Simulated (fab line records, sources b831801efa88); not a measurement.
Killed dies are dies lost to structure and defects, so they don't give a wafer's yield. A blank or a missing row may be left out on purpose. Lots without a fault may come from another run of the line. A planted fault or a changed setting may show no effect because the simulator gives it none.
Which tool did it? | flow gf180mcu | 6 lots, 18 wafers sampled, at 2 steps of a route of 602

WHAT THE GAUGES READ, wafer by wafer
GF_V3_BOW_MEAS_05.
lot  | measured     | on            | V3_BOW (um)
L748 | day 23 02:47 | film_metro-03 | 106 110 108
L750 | day 24 04:01 | film_metro-01 | 129 127 108
L752 | day 24 14:56 | film_metro-01 | 117 119 120
L756 | day 25 23:53 | film_metro-01 | 121 109 110
L759 | day 27 03:29 | film_metro-04 | 113 114 120
L766 | day 28 23:58 | film_metro-04 | 122 121 125

WHICH TOOL RAN EACH LOT (tool, then ch and the chambers of the sampled wafers, then the start)
lot  | GF_V3_CVD_02
L748 | pecvd-03 ch 0,2, day 23 02:20
L750 | pecvd-03 ch 0,1, day 24 03:35
L752 | pecvd-02 ch 0,1, day 24 14:29
L756 | pecvd-01 ch 0,1,2, day 25 23:27
L759 | pecvd-01 ch 0,1,2, day 27 03:02
L766 | pecvd-03 ch 0,1,2, day 28 23:31
- GF_V3_CVD_02: deposits SiO2 from TEOS, target thk 850 nm, time 94.851 s.

THE ANSWER, worked out from the rows above alone
Rule: what is usual is taken from the lots themselves. Put in order of their means at a reading, lots are off if they are a third of the lots or fewer, leave a main group of 4 or more, and stand apart from it by a gap of 3 or more times the standard deviation of the main group's means; of several such gaps the widest counts. A main group whose means are all the same, to the digits that the tables above print for the reading, isn't used. A lot without any number at a reading at which 4 lots or more have one is off too. The other lots that the step has rows for count as sound.
No lot is off at any reading shown: from this, nothing can be told.

WHAT THE SIMULATOR HAD PUT IN
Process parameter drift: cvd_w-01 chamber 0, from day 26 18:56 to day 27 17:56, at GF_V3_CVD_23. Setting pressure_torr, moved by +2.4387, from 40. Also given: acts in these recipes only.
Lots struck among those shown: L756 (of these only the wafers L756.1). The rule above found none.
